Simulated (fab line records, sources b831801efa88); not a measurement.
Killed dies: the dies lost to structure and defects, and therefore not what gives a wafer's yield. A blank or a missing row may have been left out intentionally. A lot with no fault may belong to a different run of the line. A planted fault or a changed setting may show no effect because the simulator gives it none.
A sampling plan put to the test || flow sfq-line || 42 faults told of in these records, all on one fab line, each judged by the records of the lots it struck
The plan is the line's own looks: the steps of the route at which a gauge or an inspection reads the wafer and doesn't change it. A look is open to judgement when struck wafers have a number at it and the file gives its usual mean and standard deviation on fault-free wafers. Caught: a look later than the fault's first step finds the struck wafers' mean 4 or more of those standard deviations (sigma) from the usual mean. On the tool: here the same test is run on the tool's own readings at the fault's steps. Also counted as caught: the struck wafers showing another recipe, or a record that is empty for them alone.

## THE FAULTS, as the simulator had put them in
1. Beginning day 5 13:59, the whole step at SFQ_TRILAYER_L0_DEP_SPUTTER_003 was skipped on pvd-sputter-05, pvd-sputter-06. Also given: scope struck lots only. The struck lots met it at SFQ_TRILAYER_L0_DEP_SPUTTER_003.
2. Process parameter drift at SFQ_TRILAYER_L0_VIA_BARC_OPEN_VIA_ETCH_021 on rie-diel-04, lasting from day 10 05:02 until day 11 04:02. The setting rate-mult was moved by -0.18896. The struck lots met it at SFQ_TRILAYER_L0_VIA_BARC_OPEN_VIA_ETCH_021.
3. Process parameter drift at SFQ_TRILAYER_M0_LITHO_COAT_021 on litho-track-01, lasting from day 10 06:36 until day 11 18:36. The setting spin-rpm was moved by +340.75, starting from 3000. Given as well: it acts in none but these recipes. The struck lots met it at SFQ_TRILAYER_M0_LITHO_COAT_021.
4. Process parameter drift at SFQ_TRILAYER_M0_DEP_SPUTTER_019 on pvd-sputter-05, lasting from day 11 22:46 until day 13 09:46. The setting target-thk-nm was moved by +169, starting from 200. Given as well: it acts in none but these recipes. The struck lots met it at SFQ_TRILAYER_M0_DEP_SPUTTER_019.
5. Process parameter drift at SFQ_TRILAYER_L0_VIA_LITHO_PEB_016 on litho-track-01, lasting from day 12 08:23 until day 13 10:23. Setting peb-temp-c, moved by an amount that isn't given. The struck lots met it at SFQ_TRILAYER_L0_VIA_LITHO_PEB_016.
6. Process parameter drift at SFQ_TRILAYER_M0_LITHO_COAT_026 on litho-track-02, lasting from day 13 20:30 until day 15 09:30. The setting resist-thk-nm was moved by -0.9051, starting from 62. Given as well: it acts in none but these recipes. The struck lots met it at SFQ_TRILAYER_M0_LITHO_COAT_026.
7. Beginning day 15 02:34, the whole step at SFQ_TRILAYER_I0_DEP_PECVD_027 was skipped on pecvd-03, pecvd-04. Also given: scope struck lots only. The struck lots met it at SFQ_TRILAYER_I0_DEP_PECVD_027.
8. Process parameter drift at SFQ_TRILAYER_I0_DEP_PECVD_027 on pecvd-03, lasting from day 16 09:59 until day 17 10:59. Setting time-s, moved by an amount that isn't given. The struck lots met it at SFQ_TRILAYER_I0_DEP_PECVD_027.
9. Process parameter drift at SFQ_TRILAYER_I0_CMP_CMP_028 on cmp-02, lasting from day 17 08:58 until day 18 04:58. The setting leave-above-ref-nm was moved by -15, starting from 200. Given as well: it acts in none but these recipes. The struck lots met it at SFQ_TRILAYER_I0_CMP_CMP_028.
10. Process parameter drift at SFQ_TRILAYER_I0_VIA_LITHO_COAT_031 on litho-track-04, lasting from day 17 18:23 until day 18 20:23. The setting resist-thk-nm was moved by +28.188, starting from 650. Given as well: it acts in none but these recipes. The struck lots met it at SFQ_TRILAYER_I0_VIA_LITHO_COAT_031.
11. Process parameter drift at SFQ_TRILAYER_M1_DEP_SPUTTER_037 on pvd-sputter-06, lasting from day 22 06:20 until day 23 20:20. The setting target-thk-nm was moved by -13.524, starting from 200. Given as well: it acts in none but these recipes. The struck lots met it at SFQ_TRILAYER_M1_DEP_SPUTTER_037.
12. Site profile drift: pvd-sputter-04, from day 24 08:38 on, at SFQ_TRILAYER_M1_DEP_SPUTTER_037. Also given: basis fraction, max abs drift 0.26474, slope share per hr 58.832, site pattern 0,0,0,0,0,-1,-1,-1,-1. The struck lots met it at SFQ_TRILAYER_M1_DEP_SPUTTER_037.
13. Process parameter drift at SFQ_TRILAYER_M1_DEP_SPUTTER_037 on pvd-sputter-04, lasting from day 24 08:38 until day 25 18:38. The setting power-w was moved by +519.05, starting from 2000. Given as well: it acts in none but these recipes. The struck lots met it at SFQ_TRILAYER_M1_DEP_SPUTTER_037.
14. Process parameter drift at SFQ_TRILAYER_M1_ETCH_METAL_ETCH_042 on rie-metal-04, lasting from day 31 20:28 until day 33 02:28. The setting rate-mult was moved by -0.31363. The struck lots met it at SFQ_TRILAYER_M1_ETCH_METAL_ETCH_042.
15. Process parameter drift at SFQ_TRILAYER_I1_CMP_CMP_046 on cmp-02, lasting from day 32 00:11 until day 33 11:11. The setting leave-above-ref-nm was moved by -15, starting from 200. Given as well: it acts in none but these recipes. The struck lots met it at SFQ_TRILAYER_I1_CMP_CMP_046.
16. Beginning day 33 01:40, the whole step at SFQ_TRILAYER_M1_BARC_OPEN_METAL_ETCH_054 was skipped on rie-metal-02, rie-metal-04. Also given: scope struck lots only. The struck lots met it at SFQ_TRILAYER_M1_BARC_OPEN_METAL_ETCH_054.
17. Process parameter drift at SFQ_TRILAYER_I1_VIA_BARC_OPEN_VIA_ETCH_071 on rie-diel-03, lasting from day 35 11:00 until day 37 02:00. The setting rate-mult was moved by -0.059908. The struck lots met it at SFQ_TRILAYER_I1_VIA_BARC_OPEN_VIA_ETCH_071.
18. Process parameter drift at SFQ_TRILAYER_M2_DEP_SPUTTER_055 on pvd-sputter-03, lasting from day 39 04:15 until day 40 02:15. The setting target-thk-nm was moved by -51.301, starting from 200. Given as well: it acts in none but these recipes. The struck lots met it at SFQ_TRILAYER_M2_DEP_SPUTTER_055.
19. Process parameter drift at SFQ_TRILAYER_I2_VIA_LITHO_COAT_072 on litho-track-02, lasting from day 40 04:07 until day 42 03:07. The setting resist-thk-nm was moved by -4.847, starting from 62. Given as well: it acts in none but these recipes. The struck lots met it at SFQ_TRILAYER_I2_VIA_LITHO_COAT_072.
20. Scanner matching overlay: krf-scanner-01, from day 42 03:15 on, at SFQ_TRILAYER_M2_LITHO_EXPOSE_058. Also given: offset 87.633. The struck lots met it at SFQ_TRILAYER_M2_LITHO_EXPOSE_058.
21. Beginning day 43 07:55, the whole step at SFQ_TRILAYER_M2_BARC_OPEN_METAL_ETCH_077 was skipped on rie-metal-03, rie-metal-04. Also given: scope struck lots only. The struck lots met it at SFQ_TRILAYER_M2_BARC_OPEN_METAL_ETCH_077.
22. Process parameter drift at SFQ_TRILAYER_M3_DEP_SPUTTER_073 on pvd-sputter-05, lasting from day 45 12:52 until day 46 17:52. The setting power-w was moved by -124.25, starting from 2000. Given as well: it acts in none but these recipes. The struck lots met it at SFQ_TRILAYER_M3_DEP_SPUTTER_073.
23. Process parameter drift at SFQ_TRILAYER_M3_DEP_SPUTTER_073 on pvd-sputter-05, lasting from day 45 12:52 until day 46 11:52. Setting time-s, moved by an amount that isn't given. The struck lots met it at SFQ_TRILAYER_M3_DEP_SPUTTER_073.
24. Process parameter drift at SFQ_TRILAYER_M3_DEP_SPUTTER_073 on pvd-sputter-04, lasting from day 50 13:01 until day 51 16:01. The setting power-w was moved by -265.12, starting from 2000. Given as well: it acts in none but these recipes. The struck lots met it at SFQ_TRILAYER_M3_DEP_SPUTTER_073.
25. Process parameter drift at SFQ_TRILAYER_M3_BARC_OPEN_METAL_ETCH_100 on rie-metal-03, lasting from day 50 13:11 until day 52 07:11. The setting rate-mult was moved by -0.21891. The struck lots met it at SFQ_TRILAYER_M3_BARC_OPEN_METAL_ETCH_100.
26. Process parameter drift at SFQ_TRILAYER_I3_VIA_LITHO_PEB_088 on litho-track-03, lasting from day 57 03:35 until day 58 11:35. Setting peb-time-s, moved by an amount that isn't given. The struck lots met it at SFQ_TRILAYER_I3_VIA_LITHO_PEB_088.
27. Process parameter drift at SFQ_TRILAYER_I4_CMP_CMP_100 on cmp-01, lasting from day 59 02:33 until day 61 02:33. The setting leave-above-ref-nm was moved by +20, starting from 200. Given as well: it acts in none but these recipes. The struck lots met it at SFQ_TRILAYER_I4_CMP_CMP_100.
28. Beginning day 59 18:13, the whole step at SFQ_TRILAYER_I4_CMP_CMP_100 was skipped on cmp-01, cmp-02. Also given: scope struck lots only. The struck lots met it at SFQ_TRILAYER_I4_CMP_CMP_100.
29. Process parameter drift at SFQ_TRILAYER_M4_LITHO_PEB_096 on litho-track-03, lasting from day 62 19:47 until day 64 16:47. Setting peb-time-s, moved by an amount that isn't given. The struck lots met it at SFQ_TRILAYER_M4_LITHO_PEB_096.
30. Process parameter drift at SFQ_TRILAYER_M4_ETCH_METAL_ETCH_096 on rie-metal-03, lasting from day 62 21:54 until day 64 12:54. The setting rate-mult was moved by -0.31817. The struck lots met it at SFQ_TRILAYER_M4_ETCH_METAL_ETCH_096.
31. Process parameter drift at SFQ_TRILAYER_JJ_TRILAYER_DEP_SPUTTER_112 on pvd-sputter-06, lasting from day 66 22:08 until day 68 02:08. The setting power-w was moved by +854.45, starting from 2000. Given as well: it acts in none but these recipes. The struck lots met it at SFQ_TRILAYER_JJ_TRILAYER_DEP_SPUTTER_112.
32. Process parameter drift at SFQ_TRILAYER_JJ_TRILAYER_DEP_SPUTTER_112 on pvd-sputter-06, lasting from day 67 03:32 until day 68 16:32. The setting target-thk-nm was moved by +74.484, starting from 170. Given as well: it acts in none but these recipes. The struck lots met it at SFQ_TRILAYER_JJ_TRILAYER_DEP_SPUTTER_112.
33. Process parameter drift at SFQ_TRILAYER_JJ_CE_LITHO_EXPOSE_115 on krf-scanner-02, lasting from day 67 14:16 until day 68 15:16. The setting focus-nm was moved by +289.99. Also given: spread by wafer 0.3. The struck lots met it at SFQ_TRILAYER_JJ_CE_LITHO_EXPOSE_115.
34. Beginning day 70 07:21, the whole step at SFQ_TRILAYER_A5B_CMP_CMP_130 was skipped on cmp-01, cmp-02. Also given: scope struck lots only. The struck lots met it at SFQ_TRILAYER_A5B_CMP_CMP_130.
35. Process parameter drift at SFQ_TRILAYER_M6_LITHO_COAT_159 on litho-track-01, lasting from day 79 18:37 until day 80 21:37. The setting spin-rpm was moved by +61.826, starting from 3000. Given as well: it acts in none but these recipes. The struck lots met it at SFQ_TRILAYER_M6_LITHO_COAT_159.
36. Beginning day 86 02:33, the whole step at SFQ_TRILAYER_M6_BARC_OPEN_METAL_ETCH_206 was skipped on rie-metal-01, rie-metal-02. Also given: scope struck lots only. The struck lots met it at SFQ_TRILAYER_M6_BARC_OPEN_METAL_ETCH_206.
37. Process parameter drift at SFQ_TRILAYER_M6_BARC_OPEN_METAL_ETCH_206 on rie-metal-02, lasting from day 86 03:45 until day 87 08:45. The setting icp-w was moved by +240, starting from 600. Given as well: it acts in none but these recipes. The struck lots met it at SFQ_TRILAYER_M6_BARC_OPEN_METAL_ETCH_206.
38. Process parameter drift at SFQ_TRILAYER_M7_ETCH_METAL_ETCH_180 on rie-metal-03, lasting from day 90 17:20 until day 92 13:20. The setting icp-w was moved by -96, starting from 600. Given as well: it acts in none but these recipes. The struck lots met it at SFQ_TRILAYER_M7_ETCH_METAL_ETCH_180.
39. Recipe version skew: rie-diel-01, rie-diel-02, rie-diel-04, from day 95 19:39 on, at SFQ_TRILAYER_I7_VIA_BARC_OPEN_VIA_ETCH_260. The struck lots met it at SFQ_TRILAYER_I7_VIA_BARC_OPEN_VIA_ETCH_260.
40. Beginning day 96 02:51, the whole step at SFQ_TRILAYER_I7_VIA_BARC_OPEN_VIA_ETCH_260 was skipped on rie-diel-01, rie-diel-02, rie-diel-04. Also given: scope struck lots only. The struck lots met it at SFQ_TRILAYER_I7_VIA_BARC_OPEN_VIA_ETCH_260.
41. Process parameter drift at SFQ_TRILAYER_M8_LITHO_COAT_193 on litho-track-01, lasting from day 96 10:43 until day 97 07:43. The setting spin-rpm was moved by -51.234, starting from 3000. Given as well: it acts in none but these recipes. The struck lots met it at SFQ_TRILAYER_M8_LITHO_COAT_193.
42. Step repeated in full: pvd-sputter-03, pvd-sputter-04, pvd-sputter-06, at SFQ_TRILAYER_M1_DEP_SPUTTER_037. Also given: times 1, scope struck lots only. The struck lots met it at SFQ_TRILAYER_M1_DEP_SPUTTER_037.

## WHAT THE PLAN SAW
{"fault": 1, "on the tool itself": "the tool's record is blank for the struck wafers", "first look that catches it": "no look after it can be judged", "reading, sigma": "-", "median hours from its first step to that look": "-", "hours from the fault's start to the first struck lot there": "-", "judged looks passed uncaught": 0}
{"fault": 2, "on the tool itself": "under 2 sigma", "first look that catches it": "no look after it can be judged", "reading, sigma": "-", "median hours from its first step to that look": "-", "hours from the fault's start to the first struck lot there": "-", "judged looks passed uncaught": 0}
{"fault": 3, "on the tool itself": "spin-speed-rpm +99 or beyond sigma", "first look that catches it": "not the one look that can be judged after it", "reading, sigma": "-", "median hours from its first step to that look": "-", "hours from the fault's start to the first struck lot there": "-", "judged looks passed uncaught": 1}
{"fault": 4, "on the tool itself": "under 2 sigma", "first look that catches it": "SFQ_M0_RS_MEAS_904", "reading, sigma": "M0_NB_RS -37", "median hours from its first step to that look": 0.1, "hours from the fault's start to the first struck lot there": 3, "judged looks passed uncaught": 0}
{"fault": 5, "on the tool itself": "heater-power-total-W +9.5 sigma", "first look that catches it": "not the one look that can be judged after it", "reading, sigma": "-", "median hours from its first step to that look": "-", "hours from the fault's start to the first struck lot there": "-", "judged looks passed uncaught": 1}
{"fault": 6, "on the tool itself": "no reading that can be judged", "first look that catches it": "not the one look that can be judged after it", "reading, sigma": "-", "median hours from its first step to that look": "-", "hours from the fault's start to the first struck lot there": "-", "judged looks passed uncaught": 1}
{"fault": 7, "on the tool itself": "the tool's record is blank for the struck wafers", "first look that catches it": "not the one look that can be judged after it", "reading, sigma": "-", "median hours from its first step to that look": "-", "hours from the fault's start to the first struck lot there": "-", "judged looks passed uncaught": 1}
{"fault": 8, "on the tool itself": "run-length-s -13 sigma", "first look that catches it": "not the one look that can be judged after it", "reading, sigma": "-", "median hours from its first step to that look": "-", "hours from the fault's start to the first struck lot there": "-", "judged looks passed uncaught": 1}
{"fault": 9, "on the tool itself": "under 2 sigma", "first look that catches it": "not the one look that can be judged after it", "reading, sigma": "-", "median hours from its first step to that look": "-", "hours from the fault's start to the first struck lot there": "-", "judged looks passed uncaught": 1}
{"fault": 10, "on the tool itself": "no reading that can be judged", "first look that catches it": "not the one look that can be judged after it", "reading, sigma": "-", "median hours from its first step to that look": "-", "hours from the fault's start to the first struck lot there": "-", "judged looks passed uncaught": 1}
{"fault": 11, "on the tool itself": "under 2 sigma", "first look that catches it": "SFQ_M1_RS_MEAS_909", "reading, sigma": "M1_NB_RS +5.9", "median hours from its first step to that look": 0.1, "hours from the fault's start to the first struck lot there": 6, "judged looks passed uncaught": 0}
{"fault": 12, "on the tool itself": "under 2 sigma", "first look that catches it": "SFQ_M1_RS_MEAS_909", "reading, sigma": "M1_NB_RS +14", "median hours from its first step to that look": 0.1, "hours from the fault's start to the first struck lot there": 8, "judged looks passed uncaught": 0}
{"fault": 13, "on the tool itself": "cathode-dc-power-W +99 or beyond sigma", "first look that catches it": "SFQ_M1_RS_MEAS_909", "reading, sigma": "M1_NB_RS -18", "median hours from its first step to that look": 0.1, "hours from the fault's start to the first struck lot there": 8, "judged looks passed uncaught": 0}
{"fault": 14, "on the tool itself": "oes-product-au -11 sigma", "first look that catches it": "none of the 5 looks that can be judged after it", "reading, sigma": "-", "median hours from its first step to that look": "-", "hours from the fault's start to the first struck lot there": "-", "judged looks passed uncaught": 5}
{"fault": 15, "on the tool itself": "under 2 sigma", "first look that catches it": "not the one look that can be judged after it", "reading, sigma": "-", "median hours from its first step to that look": "-", "hours from the fault's start to the first struck lot there": "-", "judged looks passed uncaught": 1}
{"fault": 16, "on the tool itself": "the tool's record is blank for the struck wafers", "first look that catches it": "not the one look that can be judged after it", "reading, sigma": "-", "median hours from its first step to that look": "-", "hours from the fault's start to the first struck lot there": "-", "judged looks passed uncaught": 1}
{"fault": 17, "on the tool itself": "under 2 sigma", "first look that catches it": "no look after it can be judged", "reading, sigma": "-", "median hours from its first step to that look": "-", "hours from the fault's start to the first struck lot there": "-", "judged looks passed uncaught": 0}
{"fault": 18, "on the tool itself": "under 2 sigma", "first look that catches it": "SFQ_M2_RS_MEAS_914", "reading, sigma": "M2_NB_RS +29", "median hours from its first step to that look": 0.1, "hours from the fault's start to the first struck lot there": 12, "judged looks passed uncaught": 0}
{"fault": 19, "on the tool itself": "no reading that can be judged", "first look that catches it": "no look after it can be judged", "reading, sigma": "-", "median hours from its first step to that look": "-", "hours from the fault's start to the first struck lot there": "-", "judged looks passed uncaught": 0}
{"fault": 20, "on the tool itself": "no reading that can be judged", "first look that catches it": "SFQ_M2_OVL_MEAS_916", "reading, sigma": "M2_OVL +16", "median hours from its first step to that look": 1.5, "hours from the fault's start to the first struck lot there": 7, "judged looks passed uncaught": 0}
{"fault": 21, "on the tool itself": "no reading that can be judged", "first look that catches it": "not the one look that can be judged after it", "reading, sigma": "-", "median hours from its first step to that look": "-", "hours from the fault's start to the first struck lot there": "-", "judged looks passed uncaught": 1}
{"fault": 22, "on the tool itself": "cathode-dc-power-W -99 or beyond sigma", "first look that catches it": "SFQ_M3_RS_MEAS_919", "reading, sigma": "M3_NB_RS +5.6", "median hours from its first step to that look": 0.1, "hours from the fault's start to the first struck lot there": 3, "judged looks passed uncaught": 0}
{"fault": 23, "on the tool itself": "under 2 sigma", "first look that catches it": "SFQ_M3_RS_MEAS_919", "reading, sigma": "M3_NB_RS +8.4", "median hours from its first step to that look": 0.1, "hours from the fault's start to the first struck lot there": 3, "judged looks passed uncaught": 0}
{"fault": 24, "on the tool itself": "cathode-dc-power-W -99 or beyond sigma", "first look that catches it": "SFQ_M3_RS_MEAS_919", "reading, sigma": "M3_NB_RS +11", "median hours from its first step to that look": 0.1, "hours from the fault's start to the first struck lot there": 5, "judged looks passed uncaught": 0}
{"fault": 25, "on the tool itself": "under 2 sigma", "first look that catches it": "no look after it can be judged", "reading, sigma": "-", "median hours from its first step to that look": "-", "hours from the fault's start to the first struck lot there": "-", "judged looks passed uncaught": 0}
{"fault": 26, "on the tool itself": "under 2 sigma", "first look that catches it": "not the one look that can be judged after it", "reading, sigma": "-", "median hours from its first step to that look": "-", "hours from the fault's start to the first struck lot there": "-", "judged looks passed uncaught": 1}
{"fault": 27, "on the tool itself": "under 2 sigma", "first look that catches it": "no look after it can be judged", "reading, sigma": "-", "median hours from its first step to that look": "-", "hours from the fault's start to the first struck lot there": "-", "judged looks passed uncaught": 0}
{"fault": 28, "on the tool itself": "the tool's record is blank for the struck wafers", "first look that catches it": "no look after it can be judged", "reading, sigma": "-", "median hours from its first step to that look": "-", "hours from the fault's start to the first struck lot there": "-", "judged looks passed uncaught": 0}
{"fault": 29, "on the tool itself": "no reading that can be judged", "first look that catches it": "not the one look that can be judged after it", "reading, sigma": "-", "median hours from its first step to that look": "-", "hours from the fault's start to the first struck lot there": "-", "judged looks passed uncaught": 1}
{"fault": 30, "on the tool itself": "oes-product-au -14 sigma", "first look that catches it": "none of the 4 looks that can be judged after it", "reading, sigma": "-", "median hours from its first step to that look": "-", "hours from the fault's start to the first struck lot there": "-", "judged looks passed uncaught": 4}
{"fault": 31, "on the tool itself": "cathode-dc-power-W +99 or beyond sigma", "first look that catches it": "SFQ_JJ_RS_MEAS_929", "reading, sigma": "JJ_NB_RS -26", "median hours from its first step to that look": 0.1, "hours from the fault's start to the first struck lot there": 3, "judged looks passed uncaught": 0}
{"fault": 32, "on the tool itself": "under 2 sigma", "first look that catches it": "SFQ_JJ_RS_MEAS_929", "reading, sigma": "JJ_NB_RS -27", "median hours from its first step to that look": 0.1, "hours from the fault's start to the first struck lot there": 3, "judged looks passed uncaught": 0}
{"fault": 33, "on the tool itself": "no reading that can be judged", "first look that catches it": "no look after it can be judged", "reading, sigma": "-", "median hours from its first step to that look": "-", "hours from the fault's start to the first struck lot there": "-", "judged looks passed uncaught": 0}
{"fault": 34, "on the tool itself": "the tool's record is blank for the struck wafers", "first look that catches it": "no look after it can be judged", "reading, sigma": "-", "median hours from its first step to that look": "-", "hours from the fault's start to the first struck lot there": "-", "judged looks passed uncaught": 0}
{"fault": 35, "on the tool itself": "spin-speed-rpm +26 sigma", "first look that catches it": "not the one look that can be judged after it", "reading, sigma": "-", "median hours from its first step to that look": "-", "hours from the fault's start to the first struck lot there": "-", "judged looks passed uncaught": 1}
{"fault": 36, "on the tool itself": "the tool's record is blank for the struck wafers", "first look that catches it": "no look after it can be judged", "reading, sigma": "-", "median hours from its first step to that look": "-", "hours from the fault's start to the first struck lot there": "-", "judged looks passed uncaught": 0}
{"fault": 37, "on the tool itself": "rf-fwd-power-W +85 sigma", "first look that catches it": "no look after it can be judged", "reading, sigma": "-", "median hours from its first step to that look": "-", "hours from the fault's start to the first struck lot there": "-", "judged looks passed uncaught": 0}
{"fault": 38, "on the tool itself": "rf-fwd-power-W -50 sigma", "first look that catches it": "no look after it can be judged", "reading, sigma": "-", "median hours from its first step to that look": "-", "hours from the fault's start to the first struck lot there": "-", "judged looks passed uncaught": 0}
{"fault": 39, "on the tool itself": "oes-product-au +27 sigma", "first look that catches it": "no look after it can be judged", "reading, sigma": "-", "median hours from its first step to that look": "-", "hours from the fault's start to the first struck lot there": "-", "judged looks passed uncaught": 0}
{"fault": 40, "on the tool itself": "the tool's record is blank for the struck wafers", "first look that catches it": "not the one look that can be judged after it", "reading, sigma": "-", "median hours from its first step to that look": "-", "hours from the fault's start to the first struck lot there": "-", "judged looks passed uncaught": 1}
{"fault": 41, "on the tool itself": "spin-speed-rpm -30 sigma", "first look that catches it": "not the one look that can be judged after it", "reading, sigma": "-", "median hours from its first step to that look": "-", "hours from the fault's start to the first struck lot there": "-", "judged looks passed uncaught": 1}
{"fault": 42, "on the tool itself": "under 2 sigma", "first look that catches it": "SFQ_M1_RS_MEAS_909", "reading, sigma": "M1_NB_RS -45", "median hours from its first step to that look": 0.4, "hours from the fault's start to the first struck lot there": "-", "judged looks passed uncaught": 0}
A dash: the fault isn't caught, or these records don't give the number.

Caught at a look: 12 of 42. Caught on the tool: 21 of 42. By one or the other: 29 of 42.
Caught on the tool alone: faults 1, 3, 5, 7, 8, 14, 16, 28, 30, 34, 35, 36, 37, 38, 39, 40, 41.
Caught at a look alone: faults 4, 11, 12, 18, 20, 23, 32, 42.
Caught by neither: faults 2, 6, 9, 10, 15, 17, 19, 21, 25, 26, 27, 29, 33.

## THINNER SAMPLING
In the worst case, this is how late the first struck lot would be measured if the look that catches a fault measured only every second or every third lot, by lot number:
{"fault": 4, "struck lots at that look, in order of time": "L750, L751, L752", "every lot": "3 h", "every second lot": "7 h", "every third lot": "15 h"}
{"fault": 11, "struck lots at that look, in order of time": "L151, L154", "every lot": "6 h", "every second lot": "34 h", "every third lot": "may miss all 2"}
{"fault": 12, "struck lots at that look, in order of time": "L899, L900", "every lot": "8 h", "every second lot": "24 h", "every third lot": "may miss all 2"}
{"fault": 13, "struck lots at that look, in order of time": "L973, L974", "every lot": "8 h", "every second lot": "24 h", "every third lot": "may miss all 2"}
{"fault": 18, "struck lots at that look, in order of time": "L845, L846", "every lot": "12 h", "every second lot": "17 h", "every third lot": "may miss all 2"}
{"fault": 20, "struck lots at that look, in order of time": "L825, L831", "every lot": "7 h", "every second lot": "may miss all 2", "every third lot": "may miss all 2"}
{"fault": 22, "struck lots at that look, in order of time": "L522, L523, L524", "every lot": "3 h", "every second lot": "9 h", "every third lot": "16 h"}
{"fault": 23, "struck lots at that look, in order of time": "L543, L544, L545", "every lot": "3 h", "every second lot": "9 h", "every third lot": "16 h"}
{"fault": 24, "struck lots at that look, in order of time": "L651, L653", "every lot": "5 h", "every second lot": "may miss all 2", "every third lot": "may miss all 2"}
{"fault": 31, "struck lots at that look, in order of time": "L742, L743", "every lot": "3 h", "every second lot": "8 h", "every third lot": "may miss all 2"}
{"fault": 32, "struck lots at that look, in order of time": "L891, L896", "every lot": "3 h", "every second lot": "33 h", "every third lot": "may miss all 2"}
Hours are from the fault's start to the first struck lot that is measured. Since the struck wafers were tested as one group against 4 sigma, a single lot by itself may lie under the limit. Other struck lots may not be in these records.

## THE LONGEST TIMED WAY FROM STEP TO LOOK
Fault 20: a median of 1.5 hours passes between SFQ_TRILAYER_M2_LITHO_EXPOSE_058 and SFQ_M2_OVL_MEAS_916. No look between them can be judged.
